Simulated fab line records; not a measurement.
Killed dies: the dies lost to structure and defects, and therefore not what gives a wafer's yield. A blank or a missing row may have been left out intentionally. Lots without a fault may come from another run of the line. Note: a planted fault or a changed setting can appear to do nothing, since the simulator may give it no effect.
The same fault as seen by 2 desks    flow gf180mcu    each desk has only its own numbers; what lay behind them comes last

METROLOGY DESK
What the gauges read, lot by lot, whatever tool the lot ran on: means of the sampled wafers that have a number. The brackets show how far a lot's mean lies from the usual mean; more than 4 standard deviations puts the lot out of limits, marked OUT.
Columns: A = cdNm at GF_M5_CD_MEAS_07, usual 280.3 nm; B = M5_OVL at GF_M5_OVL_MEAS_08, usual 0 nm
lot   first seen here  A      B
L551  day 26 06:16     278.7  1
L554  day 27 11:23     279.3  -0
L553  day 27 12:03     278.5  -4
L555  day 27 19:52     278.9  1
L556  day 28 06:32     282.1  3
L558  day 28 19:16     279.8  -5
L559  day 29 07:59     279.9  7
L561  day 29 08:36     282.0  -2
L560  day 29 11:44     280.1  5
L562  day 29 19:05     281.0  6
L566  day 31 01:22     281.3  -3
L569  day 31 12:56     281.9  -2
L573  day 32 10:58     280.5  -4
This desk's verdict: no lot among the 13 shows anything out of limits.

AT THE TOOL OWNER'S DESK: wetBench-04
The tool's own readings at GF_SALICIDE_WET_ETCH_01 (etches SiO2 in dHF, target depth 5 nm, time 100 s): means of the sampled wafers that have a number, for each lot that ran on this tool. The brackets show how far a lot's mean lies from the usual mean; more than 4 standard deviations puts the lot out of limits, marked OUT.
Columns: A = tempC at GF_SALICIDE_WET_ETCH_01, usual 25.00 C
lot   first seen here  A
L553  day 16 12:18     25.01
L561  day 18 18:02     24.99
L560  day 18 18:20     25.11
L562  day 19 09:08     25.02
L566  day 20 22:28     25.04
This desk's verdict: no lot among the 5 shows anything out of limits.

TAKEN TOGETHER
Nothing out of limits was seen by the metrology desk.
The tool owner's desk saw nothing out of limits.

WHAT THE SIMULATOR PUT IN
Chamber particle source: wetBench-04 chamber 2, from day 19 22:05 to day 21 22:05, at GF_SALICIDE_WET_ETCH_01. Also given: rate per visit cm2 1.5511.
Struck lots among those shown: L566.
